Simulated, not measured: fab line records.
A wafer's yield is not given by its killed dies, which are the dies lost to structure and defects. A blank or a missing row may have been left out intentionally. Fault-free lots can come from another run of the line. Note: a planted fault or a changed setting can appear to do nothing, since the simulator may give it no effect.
2 desks looking at one fault || flow sky130 || each desk holds nothing but its own numbers, with what lay behind them at the end

METROLOGY DESK
Lot by lot, what the gauges showed, no matter which tool ran the lot: averages of those sampled wafers that carry a number. A lot is out of limits, marked OUT, if its mean lies more than 4 standard deviations from the usual mean; the brackets give that distance.
Columns: A = VT_ADJUST_LVTN_OVL at SKY_VT_ADJUST_LVTN_OVL_MEAS_07, usual -0.1 nm; B = VT_ADJUST_LVTN_TW at SKY_VT_ADJUST_LVTN_TW_MEAS_10, usual 239.5
{"lot": "L565", "first seen here": "day 7 06:34", "A": -1.0, "B": 239.7}
{"lot": "L566", "first seen here": "day 7 18:08", "A": 0.3, "B": 238.0}
{"lot": "L567", "first seen here": "day 7 22:43", "A": 0.7, "B": 240.0}
{"lot": "L568", "first seen here": "day 8 06:55", "A": -0.4, "B": 238.0}
{"lot": "L571", "first seen here": "day 8 21:43", "A": -0.3, "B": 237.6}
{"lot": "L573", "first seen here": "day 9 12:07", "A": -0.3, "B": 239.7}
{"lot": "L574", "first seen here": "day 9 18:25", "A": -0.8, "B": 239.0}
{"lot": "L575", "first seen here": "day 10 00:40", "A": -0.6, "B": 243.4}
{"lot": "L576", "first seen here": "day 10 06:52", "A": -0.4, "B": 238.8}
{"lot": "L584", "first seen here": "day 12 09:52", "A": 0.2, "B": 239.3}
{"lot": "L585", "first seen here": "day 12 13:55", "A": -1.2, "B": 238.9}
{"lot": "L586", "first seen here": "day 13 04:55", "A": 1.1, "B": 240.3}
{"lot": "L587", "first seen here": "day 13 06:10", "A": 2.3, "B": 240.1}
{"lot": "L588", "first seen here": "day 13 12:31", "A": -0.2, "B": 241.5}
Finding of this desk: none of the 14 lots has anything out of limits.

FOR THE TOOL OWNER'S DESK: lpcvd-02
The tool's own readings at SKY_SONOS_ONO_CVD_02 (deposits Si3N4 from DCS/NH3, target thk 10.5 nm, time 189 s): means of the sampled wafers that have a number, for each lot that ran on this tool. A lot is out of limits, marked OUT, if its mean lies more than 4 standard deviations from the usual mean; the brackets give that distance.
Columns: A = pressure_mtorr at SKY_SONOS_ONO_CVD_02, usual 250.0 mTorr; B = spike_tc_bottom_C at SKY_SONOS_ONO_CVD_02, usual 790.2 C; C = susceptor_temp_C at SKY_SONOS_ONO_CVD_02, usual 770.0 C
{"lot": "L565", "first seen here": "day 12 06:10", "A": 250.3, "B": 793.5, "C": 770.5}
{"lot": "L566", "first seen here": "day 12 17:12", "A": 249.7, "B": 788.4, "C": 770.1}
{"lot": "L567", "first seen here": "day 12 22:16", "A": 250.1, "B": 788.9, "C": 770.2}
{"lot": "L568", "first seen here": "day 13 08:25", "A": 250.2, "B": 788.1, "C": 770.1}
{"lot": "L571", "first seen here": "day 14 01:55", "A": 250.4, "B": 788.3, "C": 769.8}
{"lot": "L573", "first seen here": "day 14 19:26", "A": 249.9, "B": 792.7, "C": 769.9}
{"lot": "L574", "first seen here": "day 15 03:39", "A": 249.8, "B": 788.6, "C": 770.1}
{"lot": "L584", "first seen here": "day 18 11:07", "A": 249.7, "B": 794.0, "C": 769.6}
{"lot": "L585", "first seen here": "day 18 13:22", "A": 250.3, "B": 790.0, "C": 769.5}
{"lot": "L586", "first seen here": "day 19 08:13", "A": 250.1, "B": 787.6, "C": 769.8}
{"lot": "L587", "first seen here": "day 19 09:16", "A": 249.9, "B": 788.8, "C": 769.8}
{"lot": "L588", "first seen here": "day 19 19:53", "A": 249.4, "B": 788.4, "C": 770.0}
Finding of this desk: none of the 12 lots has anything out of limits.

BROUGHT TOGETHER
Metrology desk: nothing out of limits seen.
The desk of the tool owner found nothing out of limits.

WHAT WAS PUT IN BY THE SIMULATOR
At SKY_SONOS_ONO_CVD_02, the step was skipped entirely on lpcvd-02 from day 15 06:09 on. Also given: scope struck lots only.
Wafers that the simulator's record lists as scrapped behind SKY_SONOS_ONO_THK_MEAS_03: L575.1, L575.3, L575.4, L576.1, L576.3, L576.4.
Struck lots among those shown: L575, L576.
